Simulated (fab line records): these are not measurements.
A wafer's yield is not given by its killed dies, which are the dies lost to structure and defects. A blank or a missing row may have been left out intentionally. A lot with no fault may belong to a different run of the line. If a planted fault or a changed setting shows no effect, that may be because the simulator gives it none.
Which of the tools did it?	flow gf180mcu	6 lots, 18 wafers sampled, at 3 steps of a route of 602

## WHAT THE GAUGES READ, wafer by wafer
GF_CONTACT_RS_MEAS_25: a four-point-probe measurement.
lot	measured	on	CONTACT_W_RS (ohm/sq)
L830	day 16 10:17	film metro-03	0.386 0.381 0.380
L832	day 16 23:39	film metro-04	0.388 0.376 0.389
L837	day 19 17:10	film metro-02	0.378 0.378 0.378
L842	day 21 08:37	film metro-03	0.388 0.390 0.381
L846	day 22 14:34	film metro-04	0.381 0.374 0.380
L849	day 23 08:09	film metro-02	0.378 0.376 0.384

## EACH LOT AND THE TOOL THAT RAN IT (in order: tool; ch and the chambers of the sampled wafers; start)
lot	GF_CONTACT_ETCH_16	GF_CONTACT_STRIP_18
L830	rie diel-04 ch 0,2,3, day 16 09:29	plasma asher-03 ch 0,1, day 16 09:39
L832	rie diel-01 ch 0,2,3, day 16 22:59	plasma asher-03 ch 0,1, day 16 23:09
L837	rie diel-01 ch 0,1, day 19 16:29	plasma asher-02 ch 0,1, day 19 16:38
L842	rie diel-01 ch 0,3, day 21 07:56	plasma asher-03 ch 0,1, day 21 08:07
L846	rie diel-01 ch 0,3, day 22 13:50	plasma asher-03 ch 0,1, day 22 14:02
L849	rie diel-04 ch 0,1,3, day 23 07:26	plasma asher-03 ch 0,1, day 23 07:37
- GF_CONTACT_ETCH_16: etches BARC in N2/H2.
- GF_CONTACT_STRIP_18: strips in O2/N2.

## THE ANSWER, worked out from the rows above alone
Rule: the usual values come from the lots themselves. Put in order of their means at a reading, lots are off if they are a third of the lots or fewer, leave a main group of 4 or more, and stand apart from it by a gap of 3 or more times the standard deviation of the main group's means; of several such gaps the widest counts. A main group whose means are all the same, to the digits that the tables above print for the reading, isn't used. A lot without any number at a reading at which 4 lots or more have one is off too. Where the step has rows for the other lots, those lots are counted as sound.
No lot is off at any reading shown: from this, nothing can be told.

## WHAT THE SIMULATOR PUT IN
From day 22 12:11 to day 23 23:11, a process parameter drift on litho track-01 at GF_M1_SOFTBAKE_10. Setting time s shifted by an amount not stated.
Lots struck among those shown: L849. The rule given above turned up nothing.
